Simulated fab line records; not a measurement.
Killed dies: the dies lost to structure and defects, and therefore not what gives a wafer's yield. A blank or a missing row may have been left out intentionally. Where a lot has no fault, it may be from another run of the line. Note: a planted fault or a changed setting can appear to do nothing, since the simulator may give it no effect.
fab line records	flow gf180mcu
[record] lots = 13	wafers = 39	lastDay = 34
route steps=602 shown STI@5 DNWELL@41 NWELL@46 LVPWELL@64
lots that met no fault: taken from a fault-free run of the same line
startH: hours from the record's opening day to when the first of the lot's shown wafers began	waitH: how many hours have passed since the lot's step before this one	" repeats the value in the row above	L1.1+2: several wafers, shown together as one row	- no value, or no start given	* or withheld: withheld	< > ~ a bound
route shown NAME@n: names a module that has steps shown in the file, with the first one's number in the route	usual: mean and standard deviation over wafers with no fault	same: alike in all rows	chamber/n: place in a boat	sites: each site's reading	_std_site: standard deviation across them	_edge_site: mean of outer sites minus mean of inner sites	radiusMm: how far each site lies from the wafer's centre	mask NAME#n: copy n	behind: the most recent tool/chamber to have shaped the wafer	hold: why the lot was held/for how many hours/how that ended	device: transistor that didn't switch, given as n, p or np	end of line: at the end of the route, the tests of the same wafers	where a step has no rows: the recipe by itself	killed: dies that structure and defects cost at the first sort, which is not the same as the wafer's yield	map: per-die view of a wafer (x killed, . not killed, _ where there is no die)
set.NAME: the setting that was run; set.NAME@STEP: the one run at that earlier step	model.NAME: the simulator's own value behind a step, which no gauge read
one table for each step of the route and one row for each wafer, over a sample of lots
services: the hour from which a tool's chamber was out of use, counted from the record's first day as startH (under 0 if before that day), plus the number of hours and why
[[steps]]
[step GF_STI_THK_MEAS_04]
[recipe] reads = Si3N4_of_STI_CVD_03
[usual] STI_CVD_03_THK = 206.1/2.4
lot.wafer	tool	chamber	startH	waitH	STI_CVD_03_THK[nm]
L533.1	filmMetro-04	-	23.92	0.0	206.1
L533.4	"	-	"	"	204.2
L533.5	"	-	"	"	205.5
L534.1	filmMetro-03	-	28.98	0.1	207.7
L534.2	"	-	"	"	206.9
L534.6	"	-	"	"	207.2
L535.1	filmMetro-01	-	33.93	0.0	206.5
L535.3	"	-	"	"	207.5
L535.6	"	-	"	"	206.9
L536.2	filmMetro-01	-	38.57	0.0	209.6
L536.4	"	-	"	"	208.6
L536.5	"	-	"	"	208.9
L537.1	filmMetro-03	-	44.74	0.0	207.0
L537.5	"	-	"	"	206.6
L537.6	"	-	"	"	206.4
L538.3	filmMetro-04	-	48.58	0.0	204.0
L538.4	"	-	"	"	206.1
L538.5	"	-	"	"	205.6
L539.2	filmMetro-01	-	54.58	0.0	202.5
L539.4	"	-	"	"	204.0
L539.5	"	-	"	"	204.2
L540.2	filmMetro-03	-	59.08	0.0	207.9
L540.5	"	-	"	"	208.9
L540.6	"	-	"	"	208.1
L541.2	filmMetro-03	-	63.57	0.0	205.8
L541.5	"	-	"	"	208.2
L541.6	"	-	"	"	206.4
L542.1	filmMetro-04	-	68.61	0.0	207.2
L542.4	"	-	"	"	205.4
L542.6	"	-	"	"	206.9
L544.3	filmMetro-01	-	78.70	0.0	200.6
L544.4	"	-	"	"	201.1
L544.6	"	-	"	"	198.5
L553.2	filmMetro-01	-	123.96	0.0	206.9
L553.3	"	-	"	"	208.9
L553.5	"	-	"	"	207.9
L554.1	filmMetro-04	-	128.56	0.0	207.7
L554.5	"	-	"	"	207.9
L554.6	"	-	"	"	207.9
[step GF_DNWELL_TW_MEAS_09]
[usual] DNWELL_TW = 1361/21
lot.wafer	tool	chamber	startH	waitH	DNWELL_TW
L533.1	filmMetro-03	-	52.98	0.1	1382
L533.4	"	-	"	"	1389
L533.5	"	-	"	"	1385
L534.1	filmMetro-02	-	58.30	0.1	1342
L534.2	"	-	"	"	1343
L534.6	"	-	"	"	1341
L535.1	filmMetro-02	-	63.98	0.1	1346
L535.3	"	-	"	"	1344
L535.6	"	-	"	"	1345
L536.2	filmMetro-01	-	68.34	0.1	1348
L536.4	"	-	"	"	1341
L536.5	"	-	"	"	1347
L537.1	filmMetro-03	-	75.18	0.1	1386
L537.5	"	-	"	"	1389
L537.6	"	-	"	"	1390
L538.3	filmMetro-02	-	78.70	0.1	1347
L538.4	"	-	"	"	1339
L538.5	"	-	"	"	1340
L539.2	filmMetro-03	-	84.19	0.1	1370
L539.4	"	-	"	"	1375
L539.5	"	-	"	"	1377
L540.2	filmMetro-01	-	90.79	0.1	1343
L540.5	"	-	"	"	1330
L540.6	"	-	"	"	1333
L541.2	filmMetro-03	-	95.86	0.1	1392
L541.5	"	-	"	"	1395
L541.6	"	-	"	"	1398
L542.1	filmMetro-01	-	102.48	0.1	1338
L542.4	"	-	"	"	1339
L542.6	"	-	"	"	1333
L544.3	filmMetro-01	-	110.90	0.1	1345
L544.4	"	-	"	"	1346
L544.6	"	-	"	"	1343
L553.2	filmMetro-01	-	159.76	0.1	1342
L553.3	"	-	"	"	1349
L553.5	"	-	"	"	1343
L554.1	filmMetro-02	-	166.93	0.1	1362
L554.5	"	-	"	"	1356
L554.6	"	-	"	"	1362
[step GF_NWELL_EXPOSE_04]
[recipe] maskId = Nwell	targetCdNm = 860	na = 0.6	sourceShape = conventional	sigmaOuter = 0.6	doseMj = 260
[usual] stageVelMmS = 499.98/0.25
lot.wafer	tool	chamber	startH	waitH	mask	stageVelMmS
L533.1	ilineStepper-02	0	59.36	-	Nwell#0	500.20
L533.4	"	0	"	"	Nwell#0	500.07
L533.5	"	0	"	"	Nwell#0	499.87
L534.1	ilineStepper-02	0	64.93	-	Nwell#0	500.02
L534.2	"	0	"	"	Nwell#0	500.01
L534.6	"	0	"	"	Nwell#0	500.32
L535.1	ilineStepper-01	0	70.78	-	Nwell#0	499.77
L535.3	"	0	"	"	Nwell#0	499.73
L535.6	"	0	"	"	Nwell#0	500.08
L536.2	ilineStepper-02	0	74.74	-	Nwell#0	500.07
L536.4	"	0	"	"	Nwell#0	500.09
L536.5	"	0	"	"	Nwell#0	500.18
L537.1	ilineStepper-01	0	82.06	-	Nwell#0	499.56
L537.5	"	0	"	"	Nwell#0	499.65
L537.6	"	0	"	"	Nwell#0	499.47
L538.3	ilineStepper-02	0	85.59	-	Nwell#0	500.00
L538.4	"	0	"	"	Nwell#0	500.14
L538.5	"	0	"	"	Nwell#0	500.20
L539.2	ilineStepper-02	0	90.47	-	Nwell#0	499.81
L539.4	"	0	"	"	Nwell#0	500.00
L539.5	"	0	"	"	Nwell#0	500.43
L540.2	ilineStepper-02	0	98.22	-	Nwell#0	499.85
L540.5	"	0	"	"	Nwell#0	500.02
L540.6	"	0	"	"	Nwell#0	499.85
L541.2	ilineStepper-01	0	103.39	-	Nwell#0	499.89
L541.5	"	0	"	"	Nwell#0	500.12
L541.6	"	0	"	"	Nwell#0	500.03
L542.1	ilineStepper-02	0	109.57	-	Nwell#0	500.04
L542.4	"	0	"	"	Nwell#0	500.10
L542.6	"	0	"	"	Nwell#0	499.96
L544.3	ilineStepper-02	0	118.52	-	Nwell_R1#0	499.47
L544.4	"	0	"	"	Nwell_R1#0	499.42
L544.6	"	0	"	"	Nwell_R1#0	499.65
L553.2	ilineStepper-02	0	168.72	-	Nwell#0	500.15
L553.3	"	0	"	"	Nwell#0	499.76
L553.5	"	0	"	"	Nwell#0	499.73
L554.1	ilineStepper-01	0	174.57	-	Nwell#0	499.82
L554.5	"	0	"	"	Nwell#0	500.00
L554.6	"	0	"	"	Nwell#0	499.83
[step GF_LVPWELL_STRIP_10]
[recipe] chemistry = O2/N2	powerW = 1400	pressureMtorr = 1500	platenTempC = 250	o2FlowSccm = 3000	n2FlowSccm = 300	overashFraction = 0.5
[usual] drypumpMotorCurrentA = 5.5/0.66	heaterPowerW = 330/28	oesProductAu = 0.723/0.0041	stripTimeToEndpointS = 37.22/0.1
lot.wafer	tool	chamber	startH	waitH	drypumpMotorCurrentA	heaterPowerW	oesProductAu	rfHoursCounterH	stripTimeToEndpointS
L533.1	plasmaAsher-04	1	80.16	0.1	5.1	347	0.724	41	37.15
L533.4	"	1	"	"	5.1	336	0.720	-	37.15
L533.5	"	0	"	"	5.3	335	0.721	-	37.22
L534.1	plasmaAsher-04	1	85.52	0.1	5.1	329	0.724	41	37.30
L534.2	"	0	"	"	5.4	323	0.720	41	37.23
L534.6	"	0	"	"	5.3	321	0.726	-	37.20
L535.1	plasmaAsher-03	0	90.52	0.1	4.9	290	0.727	42	37.25
L535.3	"	1	"	"	5.0	303	0.725	-	37.19
L535.6	"	0	"	"	4.9	292	0.723	-	37.30
L536.2	plasmaAsher-04	0	96.27	0.1	5.3	328	0.729	43	37.20
L536.4	"	0	"	"	5.4	336	0.728	-	37.27
L536.5	"	0	"	"	5.3	321	0.716	-	37.25
L537.1	plasmaAsher-03	0	103.72	0.1	4.9	293	0.723	43	37.31
L537.5	"	0	"	"	4.9	289	0.723	-	37.33
L537.6	"	1	"	"	4.9	313	0.729	-	37.34
L538.3	plasmaAsher-03	1	108.14	0.1	4.9	301	0.721	-	37.34
L538.4	"	0	"	"	4.9	295	0.715	-	37.39
L538.5	"	0	"	"	4.9	289	0.718	-	37.34
L539.2	plasmaAsher-01	0	112.71	0.1	6.8	324	0.723	50	37.35
L539.4	"	0	"	"	6.8	324	0.726	-	37.28
L539.5	"	1	"	"	5.6	372	0.721	-	37.24
L540.2	plasmaAsher-04	0	120.36	0.1	5.3	351	0.727	0	37.10
L540.5	"	1	"	"	5.1	338	0.724	-	37.14
L540.6	"	0	"	"	5.3	339	0.725	-	37.26
L541.2	plasmaAsher-04	0	126.42	0.1	5.4	340	0.725	1	37.38
L541.5	"	1	"	"	5.1	338	0.727	-	37.25
L541.6	"	0	"	"	5.3	344	0.721	-	37.27
L542.1	plasmaAsher-04	1	132.26	0.1	5.1	333	0.720	2	37.14
L542.4	"	1	"	"	5.1	349	0.714	-	37.22
L542.6	"	0	"	"	5.3	344	0.727	-	37.02
L544.3	plasmaAsher-03	0	142.20	0.1	4.9	292	0.716	-	37.31
L544.4	"	1	"	"	4.9	304	0.728	-	37.31
L544.6	"	1	"	"	5.0	307	0.726	-	37.21
L553.2	plasmaAsher-01	0	193.56	0.1	6.8	323	0.724	59	37.27
L553.3	"	1	"	"	5.6	380	0.726	-	37.22
L553.5	"	1	"	"	5.6	370	0.716	-	37.25
L554.1	plasmaAsher-01	1	199.81	0.1	5.6	374	0.723	59	37.17
L554.5	"	0	"	"	6.8	326	0.721	-	37.17
L554.6	"	1	"	"	5.6	372	0.723	-	37.16
[[services]]
tool	chamber	startH	hours	kind
plasmaAsher-04	-	44.49	0.7	repair
plasmaAsher-04	-	58.58	3.7	repair
ilineStepper-02	-	69.50	4.0	repair
plasmaAsher-04	-	108.75	9.0	pm
plasmaAsher-04	0	108.75	9.0	ventCycle
plasmaAsher-04	1	108.75	9.0	ventCycle
ilineStepper-01	-	114.19	1.7	pm
plasmaAsher-04	0	117.75	-	clean
plasmaAsher-04	1	117.75	-	clean
plasmaAsher-03	-	125.24	3.3	repair
ilineStepper-02	-	134.23	1.7	pm
plasmaAsher-03	-	147.20	2.4	repair
plasmaAsher-03	-	163.80	1.4	repair
[[key]]
[firstSign] step = GF_NWELL_EXPOSE_04	reading = mask	direction = changed
effect none on later readings
metAt GF_NWELL_EXPOSE_04
struckLots L544
sortLeftOut L544.3,L544.4,L544.6
testerLeftOut L544
notActingAt GF_STI_THK_MEAS_04,GF_DNWELL_TW_MEAS_09,GF_LVPWELL_STRIP_10
onsetBetween 109.57 118.52
[fault] kind = wrongMask	tool = any	chamber = -	onsetH = 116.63	steps = GF_NWELL_EXPOSE_04	auxCopy = Nwell_R1#0	cdOffsetNm = 129	scope = struckLotsOnly
// testerLeftOut: of these lots the tester's yield and bins aren't shown, on N5 and GAA mostly nor the transistor test; their killed dies are dies lost to structure and defects alone, not to doping, threshold or leakage, so they don't give the yield
// sortLeftOut: the simulated sort isn't trusted on such a fault, so these wafers' sort isn't shown, and their yield isn't known
